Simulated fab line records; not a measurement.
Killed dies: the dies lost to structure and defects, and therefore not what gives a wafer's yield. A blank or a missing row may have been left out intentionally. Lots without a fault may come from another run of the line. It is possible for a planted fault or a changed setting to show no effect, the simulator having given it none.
Chamber matching :: flow sfq_line :: SFQ_TRILAYER_I6_CMP_CMP_166 on cmp-01 has 4 sister chambers
The step polishes SiO2. 8 wafers are shown with their chamber, then 8 later ones without.

## WAFERS WITH THEIR CHAMBER
wafer: L810.6
chamber: 1
time_to_endpoint_s (s): 237
motor_current_A (A): 10.6

wafer: L813.1
chamber: 3
time_to_endpoint_s (s): 213
motor_current_A (A): 10.7

wafer: L813.3
chamber: 0
time_to_endpoint_s (s): 221
motor_current_A (A): 10.6

wafer: L814.4
chamber: 0
time_to_endpoint_s (s): 212
motor_current_A (A): 10.6

wafer: L817.1
chamber: 2
time_to_endpoint_s (s): 223
motor_current_A (A): 10.7

wafer: L817.5
chamber: 2
time_to_endpoint_s (s): 230
motor_current_A (A): 10.5

wafer: L817.6
chamber: 1
time_to_endpoint_s (s): 221
motor_current_A (A): 10.9

wafer: L818.1
chamber: 3
time_to_endpoint_s (s): 206
motor_current_A (A): 11.1

## WAFERS MISSING THEIR CHAMBER
wafer: L818.4
time_to_endpoint_s (s): 217
motor_current_A (A): 10.7

wafer: L818.6
time_to_endpoint_s (s): 222
motor_current_A (A): 10.2

wafer: L821.2
time_to_endpoint_s (s): 210
motor_current_A (A): 10.5

wafer: L821.3
time_to_endpoint_s (s): 201
motor_current_A (A): 10.3

wafer: L821.6
time_to_endpoint_s (s): 209
motor_current_A (A): 10.7

wafer: L822.1
time_to_endpoint_s (s): 212
motor_current_A (A): 10.8

wafer: L822.3
time_to_endpoint_s (s): 205
motor_current_A (A): 11.5

wafer: L822.6
time_to_endpoint_s (s): 214
motor_current_A (A): 10.5

## THE CHAMBER EACH PASSED THROUGH
wafer: L818.4
from the rows above: can't be placed: 0 or 2 or 3 or 1
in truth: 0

wafer: L818.6
from the rows above: can't be placed: 2 or 0 or 1 or 3
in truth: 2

wafer: L821.2
from the rows above: can't be placed: 0 or 3 or 2 or 1
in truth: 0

wafer: L821.3
from the rows above: can't be placed: 0 or 3 or 2 or 1
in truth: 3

wafer: L821.6
from the rows above: can't be placed: 3 or 0 or 2 or 1
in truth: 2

wafer: L822.1
from the rows above: can't be placed: 3 or 0 or 2 or 1
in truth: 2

wafer: L822.3
from the rows above: can't be placed: 3 or 0 or 1
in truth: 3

wafer: L822.6
from the rows above: can't be placed: 0 or 2 or 3 or 1
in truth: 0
Placed correctly: 0 of 8. From these rows, 8 cannot be placed; in 8 the true chamber is one of the candidates. 0 placed wrongly.
How it was worked out, from the rows above alone: a wafer's distance from a chamber is the root of the sum, over the readings, of the square of ((its reading less the chamber's mean) divided by the reading's scatter). The wafer belongs to the nearest chamber; if the next one is less than 2 further off, it can't be placed. For every chamber, the mean is computed from those of its wafers that are shown. The scatter: take each reading less its chamber's mean, square it, sum over the shown wafers, divide by the number of wafers less the number of chambers, and take the root.
